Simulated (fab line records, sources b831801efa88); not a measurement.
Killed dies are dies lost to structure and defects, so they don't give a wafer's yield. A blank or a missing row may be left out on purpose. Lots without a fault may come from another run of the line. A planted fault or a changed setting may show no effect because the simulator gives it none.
Problem report in the 8D (eight disciplines) form, filled by code | flow sky130 | the parts of the form that need people (team, actions taken, sign-off) are left out

1. THE PROBLEM
killed_at_front_end at SKY_PAD_OPEN_PROBE_99 reads a mean of 45 on 1 wafer of 1 lot; wafers without a fault read 16 with a standard deviation of 5.1. That is +5.7 standard deviations from the usual mean.
First seen on wafer L551.6, day 50 13:36, on prober-02. The record holds 5 wafers of 2 lots with a number at this step. Rule for "out", or "out of limits": more than 4 standard deviations from the usual mean. The other wafers with a number count as sound.

2. WHAT IT IS AND WHAT IT IS NOT
question                    | is                               | is not
which readings at this step | killed_at_front_end, killed_dies | killed_at_M0_to_M3, killed_at_M4_up, killed_at_other, killed_short
which lots                  | L551                             | L540
which wafers of those lots  | L551.6                           | L551.1
read on which tools         | prober-02                        | -
when                        | from day 50 13:36                | up to then (4 sound wafers)

3. SUSPECTS, AND WHAT RULES EACH OUT
Counting: a tool at a process step up to the reading stays a suspect if it ran every lot that is out. Sound lots after the first of them don't rule it out here, since some wafers of a struck lot are sound.
- litho_track-03 at SKY_LDD_HVP_DEVELOP_06 (develop time 60 s): kept. It ran the lot that is out, L551 (day 29 01:44).
- cvd_w-02 at SKY_VIA4_CVD_18 (deposits W, target thk 505 nm, time 152.14 s): kept. It ran the lot that is out, L551 (day 48 04:46).
- pvd_sputter-03 at SKY_METAL5_SPUTTER_00 (material Ti, target thk 15 nm, time 10 s): kept. It ran the lot that is out, L551 (day 48 05:23).
- prober-02 at SKY_PAD_OPEN_PROBE_99: kept. It ran the lot that is out, L551 (day 50 13:21); its last sound lot up to then is L540 (day 47 18:59). Its own readings are out on those wafers: killed_at_front_end, killed_dies.
- Within cvd_w-02 at SKY_VIA4_CVD_18: the wafers that are out ran in chamber 1; their sound lot-mates ran in chamber 0.
Left after counting: litho_track-03 at SKY_LDD_HVP_DEVELOP_06, cvd_w-02 at SKY_VIA4_CVD_18, pvd_sputter-03 at SKY_METAL5_SPUTTER_00, prober-02 at SKY_PAD_OPEN_PROBE_99.

4. THE CAUSE (what the simulator had put in)
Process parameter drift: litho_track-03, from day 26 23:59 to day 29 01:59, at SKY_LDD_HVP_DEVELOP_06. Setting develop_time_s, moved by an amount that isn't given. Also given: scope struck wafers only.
Counting left 4 suspects, and this tool is among them.

5. THE CHAIN OF EFFECTS, in route order
Each row: a reading whose mean over the struck wafers that have a number lies more than 3 standard deviations from the usual. Only readings for which the record gives a usual standard deviation are gone through. hours: the time from each lot's start at the first step in this table that gives one to its start at this step, as a median over the lots. sigmas: the change in usual standard deviations.
hours | step                  | reading             | usual | on struck wafers | change | sigmas
0     | SKY_PAD_OPEN_PROBE_99 | killed_at_front_end | 16    | 45               | +29    | +5.7
0     | SKY_PAD_OPEN_PROBE_99 | killed_dies         | 85    | 131              | +46    | +4.6
0     | SKY_PAD_OPEN_PROBE_99 | killed_open         | 46    | 70               | +24    | +3.4
The process steps in it:
- SKY_PAD_OPEN_PROBE_99

6. WHAT WOULD HAVE CAUGHT IT SOONER
In this record the first reading out of limits was taken at day 50 13:36, 566 hours after the fault began at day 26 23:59.
Of the tool readings at SKY_LDD_HVP_DEVELOP_06 for which the record gives a usual standard deviation, none was out on any struck wafer, so an alarm limit of 4 standard deviations on them would not have fired.
All the lots that are out (1) had begun SKY_LDD_HVP_DEVELOP_06 on litho_track-03 by day 50 13:36. A hold on the tool at that time would have spared none of them.
